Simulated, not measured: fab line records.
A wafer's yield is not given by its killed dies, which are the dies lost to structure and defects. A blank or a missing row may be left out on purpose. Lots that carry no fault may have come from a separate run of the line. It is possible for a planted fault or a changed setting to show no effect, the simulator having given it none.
fab line records	flow sfq-line
record lots=6	wafers=18	last-day=85
route steps=325 shown M2@92 I2@103 M3@118 I3@133 M8@325
lots with no fault: from the same line, run without faults
start-h: start of the lot's first displayed wafer, in hours after the record's first day	wait-h: hours since the lot's step before	" same as the row above	L1.1+2: a single row standing in for several wafers	- no value, or no start given	* or withheld: withheld	< > ~ a bound
route shown NAME@n: a module of which the file shows steps, and the number in the route of the first	usual: mean and standard deviation over wafers with no fault	same: alike in all rows	chamber/n: place in a boat	sites: readings site by site	_std_site: standard deviation of those values	_edge_site: mean of outer sites minus mean of inner sites	radius-mm: for every site, how far away it sits from the centre of the wafer	mask NAME#n: copy n	behind: the most recent tool/chamber to have shaped the wafer	hold: cause of the lot's hold/its duration in hours/its outcome	device: whichever transistor did not switch (one of n, p or np)	end of line: the tests these same wafers got at the end of their route	a step given without rows: its recipe and nothing more	killed: dies lost to structure and defects at the first sort, not the wafer's yield	map: a wafer's dies, marking killed ones x, the rest . and places with no die _
set.NAME: the setting the step ran with; set.NAME@STEP: the setting that earlier step ran with	model.NAME: the simulator's own value behind a step, which no gauge read
certain route steps with their lots: each step a table, each wafer a row
services: a tool's chamber out of use, with start hour (start-h, from the record's first day; less than 0 if before it), hours out, and reason
## steps
# step SFQ_TRILAYER_M2_LITHO_COAT_062
# recipe resist=BARC	spin-rpm=3000	resist-thk-nm=62
# step SFQ_TRILAYER_M2_LITHO_COAT_057
# recipe resist=KrF	spin-rpm=3000	resist-thk-nm=600
# step SFQ_TRILAYER_M2_LITHO_SOFTBAKE_061
# recipe temp-c=withheld	time-s=withheld	resist=KrF
# step SFQ_TRILAYER_M2_LITHO_EXPOSE_058
# recipe mask-id=M2	na=0.6	source-shape=conventional	sigma-outer=0.65	target-cd-nm=500	dose-mj=14.4
# step SFQ_TRILAYER_M2_LITHO_PEB_060
# recipe peb-temp-c=115	peb-time-s=60	resist=KrF
# step SFQ_TRILAYER_M2_LITHO_DEVELOP_059
# recipe time-s=60	resist=KrF
# step SFQ_M2_OVL_MEAS_916
# usual M2_OVL=-2/5.4
lot.wafer	tool	chamber	start-h	wait-h	M2_OVL[nm]
L685.1	overlay-01	-	697.85	0.1	-6
L685.5	"	-	"	"	-7
L685.6	"	-	"	"	-3
L687.1	overlay-02	-	716.92	0.1	-7
L687.4	"	-	"	"	-10
L687.6	"	-	"	"	-4
L692.2	overlay-01	-	775.85	0.1	-1
L692.5	"	-	"	"	3
L692.6	"	-	"	"	1
L693.1	overlay-01	-	795.04	0.1	-6
L693.3	"	-	"	"	-11
L693.5	"	-	"	"	-4
L703.3	overlay-01	-	839.58	0.1	-1
L703.4	"	-	"	"	1
L703.5	"	-	"	"	1
L706.1	overlay-02	-	998.73	0.1	-6
L706.2	"	-	"	"	-10
L706.3	"	-	"	"	-6
# step SFQ_TRILAYER_M2_BARC_OPEN_METAL_ETCH_077
# recipe mask-material=PR	chemistry=O2	target-depth-nm=125	target=BARC	icp-w=600	bias-w=80	pressure-mtorr=10	time-s=43.11
# step SFQ_TRILAYER_M2_ETCH_METAL_ETCH_060
# recipe target=Nb	stop-on=SiO2	mask-material=PR	chemistry=Cl2/Ar	target-depth-nm=240	icp-w=600	bias-w=80	pressure-mtorr=10	time-s=120
# usual bias-w=80.03/0.23	drypump-motor-current-A=5.9/0.43	oes-product-au=0.895/0.0064
lot.wafer	tool	chamber	start-h	wait-h	bias-w	drypump-motor-current-A	oes-product-au	rf-hours-counter-h
L685.1	rie-metal-04	0	697.95	0.0	80.48	5.8	0.903	34
L685.5	"	0	"	"	80.11	5.8	0.906	-
L685.6	"	1	"	"	80.19	5.5	0.898	-
L687.1	rie-metal-02	0	717.01	0.0	79.87	6.7	0.890	61
L687.4	"	1	"	"	80.08	5.4	0.895	-
L687.6	"	1	"	"	79.99	5.4	0.892	-
L692.2	rie-metal-04	0	775.94	0.0	80.00	5.8	0.899	43
L692.5	"	1	"	"	80.14	5.4	0.892	-
L692.6	"	0	"	"	79.99	5.8	0.891	-
L693.1	rie-metal-02	0	795.14	0.0	80.08	6.7	0.897	70
L693.3	"	1	"	"	79.74	5.4	0.914	-
L693.5	"	0	"	"	80.23	6.7	0.901	-
L703.3	rie-metal-01	0	839.81	0.1	79.64	5.9	0.899	-
L703.4	"	0	"	"	79.92	5.9	0.894	-
L703.5	"	0	"	"	80.01	5.9	0.886	-
L706.1	rie-metal-04	1	998.83	0.0	80.49	5.5	0.893	46
L706.2	"	0	"	"	79.99	5.8	0.893	70
L706.3	"	1	"	"	80.33	5.5	0.894	-
# step SFQ_TRILAYER_M2_STRIP_STRIP_061
# recipe gas=O2	power-w=200	platen-temp-c=40	overash-fraction=0.65	chemistry=O2	pressure-mtorr=50
# usual drypump-motor-current-A=5.9/0.42	oes-product-au=0.994/0.0089
lot.wafer	tool	chamber	start-h	wait-h	drypump-motor-current-A	oes-product-au	rf-hours-counter-h
L685.1	rie-metal-04	0	698.08	0.1	5.8	0.986	34
L685.5	"	0	"	"	5.8	0.997	-
L685.6	"	1	"	"	5.5	1.008	-
L687.1	rie-metal-02	0	717.14	0.1	6.7	0.988	61
L687.4	"	1	"	"	5.4	1.006	-
L687.6	"	1	"	"	5.4	1.002	-
L692.2	rie-metal-04	0	776.06	0.1	5.8	0.997	43
L692.5	"	1	"	"	5.5	0.996	-
L692.6	"	0	"	"	5.8	1.006	-
L693.1	rie-metal-02	0	795.26	0.1	6.7	0.982	70
L693.3	"	1	"	"	5.4	0.989	-
L693.5	"	0	"	"	6.7	0.982	-
L703.3	rie-metal-01	0	840.37	0.5	5.9	0.983	-
L703.4	"	0	"	"	5.9	0.984	-
L703.5	"	0	"	"	5.9	0.987	-
L706.1	rie-metal-04	1	998.96	0.1	5.5	1.001	46
L706.2	"	0	"	"	5.8	0.988	70
L706.3	"	1	"	"	5.5	0.996	-
# step SFQ_TRILAYER_M2_STRIP_SOLV_CLEAN_062
# recipe chemistry=NMP	temp-c=70	time-s=600
# step SFQ_TRILAYER_I2_DEP_PECVD_063
# recipe material=SiO2	temp-c=150	time-s=111.11	pressure-torr=2.4	rf-w=183.3	precursor=SiH4/N2O	target-thk-nm=500
# step SFQ_TRILAYER_I2_CMP_CMP_064
# recipe material=SiO2	down-force-psi=3	platen-rpm=60	pad-velocity-m-s=0.94248
# usual head-pressure-psi=3.000/0.0066	motor-current-A=10.1/0.71	time-to-endpoint-s=219/7.1
lot.wafer	tool	chamber	start-h	wait-h	head-pressure-psi	motor-current-A	time-to-endpoint-s	model.SiO2_of_TRILAYER_I2_DEP_PECVD_063.thk-nm
L685.1	cmp-01	0	702.34	3.5	3.013	11.1	215	200.6
L685.5	"	2	703.34	4.4	2.996	10.4	225	199.5
L685.6	"	3	"	"	3.010	9.7	222	202.2
L687.1	cmp-02	0	718.50	0.6	2.997	9.9	211	202.5
L687.4	"	1	"	"	3.005	8.6	232	201.2
L687.6	"	0	720.50	2.5	2.995	9.5	229	201.4
L692.2	cmp-01	0	778.42	1.5	2.989	11.0	248	150.1
L692.6	"	1	"	"	3.009	10.1	221	199.8
L692.5	"	2	"	"	3.002	10.3	213	200.5
L693.3	cmp-01	2	796.62	0.5	2.988	10.5	207	200.2
L693.1	"	0	797.62	1.5	2.997	11.2	246	150.5
L693.5	"	2	798.62	2.5	2.990	11.1	219	200.7
L703.4	cmp-02	3	844.50	2.9	3.006	10.1	228	199.6
L703.3	"	1	845.50	3.9	3.010	8.8	227	201.3
L703.5	"	3	846.50	4.9	3.017	10.4	215	200.2
L706.3	cmp-01	3	1004.24	4.5	3.005	9.2	228	200.5
L706.1	"	0	"	"	3.002	10.6	213	200.3
L706.2	"	1	"	"	2.996	10.5	214	197.9
# step SFQ_I2_BOW_MEAS_917
# recipe mode=bow
# usual I2_BOW=2/7.3
lot.wafer	tool	chamber	start-h	wait-h	I2_BOW[um]
L685.1	film-metro-04	-	704.34	1.5	7
L685.5	"	-	"	"	-9
L685.6	"	-	"	"	0
L687.1	film-metro-03	-	721.00	2.0	17
L687.4	"	-	"	"	12
L687.6	"	-	"	"	2
L692.2	film-metro-01	-	779.94	1.0	-1
L692.5	"	-	"	"	0
L692.6	"	-	"	"	5
L693.1	film-metro-01	-	799.12	1.0	8
L693.3	"	-	"	"	6
L693.5	"	-	"	"	-2
L703.3	film-metro-04	-	847.04	1.0	7
L703.4	"	-	"	"	-2
L703.5	"	-	"	"	10
L706.1	film-metro-03	-	1006.74	1.5	2
L706.2	"	-	"	"	9
L706.3	"	-	"	"	1
# step SFQ_TRILAYER_I2_METRO_MEASURE_065
# usual thk-nm=200.4/1
lot.wafer	tool	chamber	start-h	wait-h	thk-nm
L685.1	film-metro-04	-	704.46	0.1	200.6
L685.5	"	-	"	"	199.4
L685.6	"	-	"	"	202.2
L687.1	film-metro-03	-	721.12	0.1	202.5
L687.4	"	-	"	"	201.3
L687.6	"	-	"	"	201.5
L692.2	film-metro-01	-	780.24	0.3	150.0
L692.5	"	-	"	"	200.3
L692.6	"	-	"	"	199.8
L693.1	film-metro-01	-	799.24	0.1	150.3
L693.3	"	-	"	"	200.3
L693.5	"	-	"	"	200.8
L703.3	film-metro-04	-	847.52	0.5	201.1
L703.4	"	-	"	"	199.6
L703.5	"	-	"	"	200.3
L706.1	film-metro-03	-	1006.86	0.1	200.2
L706.2	"	-	"	"	197.8
L706.3	"	-	"	"	200.5
# step SFQ_TRILAYER_I2_VIA_LITHO_COAT_072
# recipe resist=BARC	spin-rpm=3000	resist-thk-nm=62
# step SFQ_TRILAYER_I2_VIA_LITHO_COAT_067
# recipe resist=KrF	spin-rpm=3000	resist-thk-nm=650
# step SFQ_TRILAYER_I2_VIA_LITHO_SOFTBAKE_071
# recipe temp-c=withheld	time-s=withheld	resist=KrF
# step SFQ_TRILAYER_I2_VIA_LITHO_EXPOSE_068
# recipe mask-id=I2	na=0.6	source-shape=conventional	sigma-outer=0.65	target-cd-nm=500	dose-mj=21.3
# step SFQ_TRILAYER_I2_VIA_LITHO_PEB_070
# recipe peb-temp-c=115	peb-time-s=60	resist=KrF
# step SFQ_TRILAYER_I2_VIA_LITHO_DEVELOP_069
# recipe time-s=60	resist=KrF
# step SFQ_I2_OVL_MEAS_918
# usual I2_OVL=0/5
lot.wafer	tool	chamber	start-h	wait-h	I2_OVL[nm]
L685.1	overlay-02	-	863.69	0.1	-4
L685.5	"	-	"	"	3
L685.6	"	-	"	"	0
L687.1	overlay-02	-	879.42	0.1	-1
L687.4	"	-	"	"	-3
L687.6	"	-	"	"	2
L692.2	overlay-02	-	941.38	0.1	12
L692.5	"	-	"	"	10
L692.6	"	-	"	"	10
L693.1	overlay-01	-	959.13	0.1	4
L693.3	"	-	"	"	3
L693.5	"	-	"	"	1
L703.3	overlay-02	-	1006.07	0.1	2
L703.4	"	-	"	"	-4
L703.5	"	-	"	"	1
L706.1	overlay-02	-	1010.98	0.1	3
L706.2	"	-	"	"	0
L706.3	"	-	"	"	4
# step SFQ_TRILAYER_I2_VIA_BARC_OPEN_VIA_ETCH_096
# recipe mask-material=PR	chemistry=O2	target-depth-nm=125	target=BARC	source-w=481	bias-w=80	pressure-mtorr=30	time-s=41.7
# usual bias-w=79.98/0.26	drypump-motor-current-A=5.84/0.26	oes-product-au=0.685/0.0049
lot.wafer	tool	chamber	start-h	wait-h	bias-w	drypump-motor-current-A	oes-product-au	rf-hours-counter-h
L685.1	rie-diel-03	1	863.73	0.0	80.26	5.98	0.682	2
L685.5	"	2	"	"	80.12	5.71	0.691	-
L685.6	"	1	"	"	79.86	5.96	0.678	-
L687.1	rie-diel-03	1	879.45	0.0	80.47	5.95	0.687	2
L687.4	"	2	"	"	80.04	5.71	0.697	1
L687.6	"	3	"	"	79.64	5.91	0.693	-
L692.2	rie-diel-03	1	941.41	0.0	80.06	5.93	0.680	3
L692.5	"	3	"	"	79.42	5.90	0.680	-
L692.6	"	0	"	"	79.77	5.83	0.692	-
L693.1	rie-diel-03	1	959.17	0.0	80.15	5.96	0.683	3
L693.3	"	2	"	"	80.17	5.72	0.688	2
L693.5	"	0	"	"	80.22	5.79	0.693	-
L703.3	rie-diel-03	1	1006.10	0.0	80.03	5.94	0.680	4
L703.4	"	2	"	"	80.39	5.71	0.685	-
L703.5	"	3	"	"	80.12	5.92	0.686	-
L706.1	rie-diel-03	3	1011.02	0.0	79.43	5.91	0.681	2
L706.2	"	2	"	"	80.10	5.70	0.684	2
L706.3	"	1	"	"	80.17	5.97	0.679	4
# step SFQ_TRILAYER_I2_VIA_ETCH_VIA_ETCH_070
# recipe target=SiO2	stop-on=Nb	mask-material=PR	taper-deg=20	chemistry=CHF3	target-depth-nm=260	source-w=500	bias-w=80	pressure-mtorr=30	time-s=withheld
# usual bias-w=80.02/0.23	drypump-motor-current-A=5.84/0.26	oes-product-au=0.855/0.0056
lot.wafer	tool	chamber	start-h	wait-h	bias-w	drypump-motor-current-A	oes-product-au	model.I2.feature-depth-nm	model.etch.depth-nm
L685.1	rie-diel-03	1	863.77	0.0	79.71	5.96	0.858	200.6	200.6
L685.5	"	2	"	"	80.39	5.69	0.857	199.5	199.5
L685.6	"	1	"	"	80.04	5.97	0.861	202.2	202.2
L687.1	rie-diel-03	1	879.49	0.0	79.97	5.95	0.862	202.5	202.5
L687.4	"	2	"	"	80.23	5.70	0.856	201.2	201.2
L687.6	"	3	"	"	79.98	5.90	0.862	201.4	201.4
L692.2	rie-diel-03	1	941.45	0.0	80.02	5.95	0.747	150.1	150.1
L692.5	"	3	"	"	80.03	5.91	0.851	200.5	200.5
L692.6	"	0	"	"	80.66	5.80	0.852	199.8	199.8
L693.1	rie-diel-03	1	959.21	0.0	80.66	5.95	0.735	150.5	150.5
L693.3	"	2	"	"	79.48	5.72	0.859	200.2	200.2
L693.5	"	0	"	"	80.18	5.79	0.854	200.7	200.7
L703.3	rie-diel-03	1	1006.14	0.0	79.98	5.94	0.861	201.3	201.3
L703.4	"	2	"	"	79.69	5.70	0.864	199.6	199.6
L703.5	"	3	"	"	79.42	5.91	0.859	200.2	200.2
L706.1	rie-diel-03	3	1011.06	0.0	80.01	5.91	0.857	200.3	200.3
L706.2	"	2	"	"	79.79	5.71	0.848	197.9	197.9
L706.3	"	1	"	"	79.86	5.99	0.857	200.5	200.5
# step SFQ_TRILAYER_I2_VIA_STRIP_STRIP_071
# recipe gas=O2	power-w=200	platen-temp-c=40	overash-fraction=0.65	chemistry=O2	pressure-mtorr=50
# usual drypump-motor-current-A=5.9/0.47	oes-product-au=0.995/0.0087
lot.wafer	tool	chamber	start-h	wait-h	drypump-motor-current-A	oes-product-au	rf-hours-counter-h
L685.1	rie-metal-03	0	863.88	-	5.1	0.988	0
L685.5	"	1	"	"	6.0	0.997	-
L685.6	"	0	"	"	5.2	1.003	-
L687.1	rie-metal-03	0	879.61	-	5.1	1.011	1
L687.4	"	0	"	"	5.1	0.998	-
L687.6	"	1	"	"	6.0	1.001	-
L692.2	rie-metal-02	1	941.56	-	5.4	1.013	80
L692.5	"	0	"	"	6.7	0.985	-
L692.6	"	1	"	"	5.4	1.005	-
L693.1	rie-metal-01	1	959.32	-	6.2	0.992	13
L693.3	"	0	"	"	5.9	0.986	-
L693.5	"	1	"	"	6.2	0.989	-
L703.3	rie-metal-03	1	1006.45	-	6.0	1.002	-
L703.4	"	0	"	"	5.1	0.993	-
L703.5	"	1	"	"	6.0	1.000	-
L706.1	rie-metal-01	1	1011.17	-	6.2	0.997	21
L706.2	"	0	"	"	5.9	0.987	94
L706.3	"	0	"	"	6.0	0.988	-
# step SFQ_TRILAYER_I2_VIA_STRIP_SOLV_CLEAN_072
# recipe chemistry=NMP	temp-c=70	time-s=600
# step SFQ_TRILAYER_M3_DEP_PRE_CLEAN_074
# recipe gas=Ar	time-s=22.5	bias-v=250
lot.wafer	tool	chamber	start-h	wait-h	model.SiO2_of_TRILAYER_I2_DEP_PECVD_063.thk-nm
L685.1	pvd-sputter-03	-	864.66	0.0	193.1
L685.5	"	-	"	"	192
L685.6	"	-	"	"	194.7
L687.1	pvd-sputter-03	-	880.38	0.0	195
L687.4	"	-	"	"	193.7
L687.6	"	-	"	"	193.9
L692.2	pvd-sputter-04	-	942.33	0.0	142.6
L692.5	"	-	"	"	193
L692.6	"	-	"	"	192.3
L693.1	pvd-sputter-04	-	960.10	0.0	143
L693.3	"	-	"	"	192.7
L693.5	"	-	"	"	193.2
L703.3	pvd-sputter-04	-	1007.02	0.0	193.8
L703.4	"	-	"	"	192.1
L703.5	"	-	"	"	192.7
L706.1	pvd-sputter-04	-	1011.95	0.0	192.8
L706.2	"	-	"	"	190.4
L706.3	"	-	"	"	193
# step SFQ_TRILAYER_M3_DEP_SPUTTER_073
# recipe material=Nb	base-pressure-pa=1.33e-06	chamber-pressure-pa=0.1333	substrate-temp-c=20	resputter-cathode-voltage-v=400	target-thk-nm=200	power-w=2000	time-s=133.3
# step SFQ_M3_RS_MEAS_919
# recipe thk-meas-gauge=four-point-probe	reads=Nb_of_TRILAYER_M3_DEP_SPUTTER_073
# usual M3_NB_RS=0.892/0.012
lot.wafer	tool	chamber	start-h	wait-h	M3_NB_RS[ohm/sq]
L685.1	film-metro-03	-	864.78	0.0	0.899
L685.5	"	-	"	"	0.899
L685.6	"	-	"	"	0.897
L687.1	film-metro-02	-	880.50	0.0	0.888
L687.4	"	-	"	"	0.885
L687.6	"	-	"	"	0.889
L692.2	film-metro-02	-	942.47	0.1	0.912
L692.5	"	-	"	"	0.904
L692.6	"	-	"	"	0.884
L693.1	film-metro-03	-	960.22	0.0	0.875
L693.3	"	-	"	"	0.897
L693.5	"	-	"	"	0.887
L703.3	film-metro-02	-	1007.18	0.1	0.895
L703.4	"	-	"	"	0.875
L703.5	"	-	"	"	0.898
L706.1	film-metro-04	-	1012.07	0.0	0.884
L706.2	"	-	"	"	0.875
L706.3	"	-	"	"	0.874
# step SFQ_TRILAYER_M3_LITHO_COAT_080
# recipe resist=BARC	spin-rpm=3000	resist-thk-nm=62
# step SFQ_TRILAYER_M3_LITHO_COAT_075
# recipe resist=KrF	spin-rpm=3000	resist-thk-nm=600
# step SFQ_TRILAYER_M3_LITHO_SOFTBAKE_079
# recipe temp-c=withheld	time-s=withheld	resist=KrF
# step SFQ_TRILAYER_M3_LITHO_EXPOSE_076
# recipe mask-id=M3	na=0.6	source-shape=conventional	sigma-outer=0.65	target-cd-nm=500	dose-mj=14.4
# step SFQ_TRILAYER_M3_LITHO_PEB_078
# recipe peb-temp-c=115	peb-time-s=60	resist=KrF
# step SFQ_TRILAYER_M3_LITHO_DEVELOP_077
# recipe time-s=60	resist=KrF
# step SFQ_M3_OVL_MEAS_921
# usual M3_OVL=-1/5.6
lot.wafer	tool	chamber	start-h	wait-h	M3_OVL[nm]
L685.1	overlay-01	-	1025.38	0.1	2
L685.5	"	-	"	"	-2
L685.6	"	-	"	"	-10
L687.1	overlay-01	-	1038.58	0.1	7
L687.4	"	-	"	"	12
L687.6	"	-	"	"	10
L692.2	overlay-02	-	1086.86	0.1	5
L692.5	"	-	"	"	5
L692.6	"	-	"	"	2
L693.1	overlay-01	-	1100.06	0.1	-1
L693.3	"	-	"	"	-6
L693.5	"	-	"	"	-7
L703.3	overlay-02	-	1158.05	0.1	4
L703.4	"	-	"	"	-2
L703.5	"	-	"	"	0
L706.1	overlay-02	-	1163.02	0.1	-9
L706.2	"	-	"	"	0
L706.3	"	-	"	"	1
# step SFQ_TRILAYER_M3_BARC_OPEN_METAL_ETCH_100
# recipe mask-material=PR	chemistry=O2	target-depth-nm=125	target=BARC	icp-w=600	bias-w=80	pressure-mtorr=10	time-s=41.7
# step SFQ_TRILAYER_M3_ETCH_METAL_ETCH_078
# recipe target=Nb	stop-on=SiO2	mask-material=PR	chemistry=Cl2/Ar	target-depth-nm=240	icp-w=600	bias-w=80	pressure-mtorr=10	time-s=120
# step SFQ_TRILAYER_M3_STRIP_STRIP_079
# recipe gas=O2	power-w=200	platen-temp-c=40.75	overash-fraction=0.65	chemistry=O2	pressure-mtorr=50
# usual drypump-motor-current-A=5.7/0.45	oes-product-au=0.997/0.0084
lot.wafer	tool	chamber	start-h	wait-h	drypump-motor-current-A	oes-product-au	rf-hours-counter-h
L685.1	rie-metal-04	0	1025.61	0.1	5.8	0.995	74
L685.5	"	1	"	"	5.5	0.999	-
L685.6	"	0	"	"	5.8	0.998	-
L687.1	rie-metal-02	1	1038.81	0.1	5.4	0.990	96
L687.4	"	0	"	"	6.7	0.985	-
L687.6	"	1	"	"	5.4	0.985	-
L692.2	rie-metal-02	1	1087.08	0.1	5.4	0.995	103
L692.5	"	0	"	"	6.7	0.982	-
L692.6	"	1	"	"	5.4	0.994	-
L693.1	rie-metal-04	1	1100.28	0.1	5.5	0.991	61
L693.3	"	1	"	"	5.5	0.992	-
L693.5	"	1	"	"	5.5	0.988	-
L703.3	rie-metal-02	0	1158.46	0.2	6.7	0.985	-
L703.4	"	1	"	"	5.4	0.983	-
L703.5	"	1	"	"	5.4	0.996	-
L706.1	rie-metal-04	0	1163.24	0.1	5.8	0.993	96
L706.2	"	1	"	"	5.5	0.994	72
L706.3	"	0	"	"	5.8	1.001	-
# step SFQ_TRILAYER_M3_STRIP_SOLV_CLEAN_080
# recipe chemistry=NMP	temp-c=70	time-s=600
# step SFQ_TRILAYER_I3_DEP_PECVD_081
# recipe material=SiO2	temp-c=150	time-s=111.11	pressure-torr=2.4	rf-w=183.3	precursor=SiH4/N2O	target-thk-nm=500
# step SFQ_M8_BOW_MEAS_951
# recipe mode=bow
# usual M8_BOW=10/9.7
lot.wafer	tool	chamber	start-h	wait-h	M8_BOW[um]	model.etest.i2.link-ohm
L685.1	film-metro-03	-	1892.55	0.0	16	1.967
L685.5	"	-	"	"	2	1.974
L685.6	"	-	"	"	10	1.976
L687.1	film-metro-01	-	1896.15	0.0	23	1.983
L687.4	"	-	"	"	18	1.965
L687.6	"	-	"	"	9	1.973
L692.2	film-metro-01	-	1971.36	0.0	3	1.945
L692.5	"	-	"	"	3	1.995
L692.6	"	-	"	"	9	1.967
L693.1	film-metro-03	-	1972.52	0.0	24	1.895
L693.3	"	-	"	"	22	1.952
L693.5	"	-	"	"	12	1.953
L703.3	film-metro-04	-	2022.07	0.0	4	1.961
L703.4	"	-	"	"	-4	1.946
L703.5	"	-	"	"	7	1.975
L706.1	film-metro-03	-	2042.46	0.0	1	1.973
L706.2	"	-	"	"	8	1.954
L706.3	"	-	"	"	-1	1.943
## services
tool	chamber	start-h	hours	kind
cmp-01	-	734.53	4.3	repair
cmp-01	-	751.50	6.2	repair
rie-diel-03	3	795.64	9.4	repair
cmp-01	-	811.84	2.8	repair
rie-diel-03	-	819.19	4.3	pm
rie-metal-04	1	826.35	1.0	repair
pvd-sputter-04	-	889.74	0.7	repair
rie-metal-04	-	896.95	0.3	repair
cmp-01	-	917.81	4.0	pm
rie-diel-03	2	924.04	6.0	repair
cmp-01	-	942.75	8.2	pm
cmp-01	-	958.33	0.6	repair
pvd-sputter-04	-	964.38	1.5	repair
rie-diel-03	2	965.40	5.1	repair
rie-metal-04	-	986.40	0.9	repair
cmp-01	-	987.84	3.9	pm
rie-metal-04	-	991.15	1.3	repair
rie-diel-03	0	997.29	20.4	repair
rie-metal-02	-	1005.26	2.1	repair
rie-diel-03	1	1036.34	1.4	repair
rie-diel-03	1	1059.34	3.5	repair
rie-metal-02	-	1093.76	2.8	pm
rie-metal-02	0	1096.82	3.3	repair
rie-diel-03	3	1160.19	5.0	repair
## key
first-sign step=SFQ_TRILAYER_I2_CMP_CMP_064	reading=time-to-endpoint-s	direction=up	sigmas=4	usual=*	struck=*
effect step=SFQ_TRILAYER_I2_METRO_MEASURE_065	reading=thk-nm	direction=down	sigmas=48	usual=200.4	struck=150.2
effect step=SFQ_TRILAYER_I2_VIA_ETCH_VIA_ETCH_070	reading=oes-product-au	direction=down	sigmas=20	usual=0.855	struck=0.741
model-effect step=SFQ_TRILAYER_I2_CMP_CMP_064	value=SiO2_of_TRILAYER_I2_DEP_PECVD_063.thk-nm	without=200.3	struck=150.3
model-effect step=SFQ_TRILAYER_I2_VIA_ETCH_VIA_ETCH_070	value=I2.feature-depth-nm	without=200.3	struck=150.3
model-effect step=SFQ_TRILAYER_M3_DEP_PRE_CLEAN_074	value=SiO2_of_TRILAYER_I2_DEP_PECVD_063.thk-nm	without=192.8	struck=142.8
model-effect step=SFQ_M8_BOW_MEAS_951	value=etest.i2.link-ohm	without=1.967	struck=1.92
met-at SFQ_TRILAYER_I2_CMP_CMP_064
struck-wafers L692.2,L693.1
onset-between 702.34 778.42
fault kind=process-parameter-drift	tool=cmp-01	chamber=0	onset-h=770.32	steps=SFQ_TRILAYER_I2_CMP_CMP_064	channel=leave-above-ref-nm	offset=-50	shape=step	end-h=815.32	acts-in=these-recipes-only	stated=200
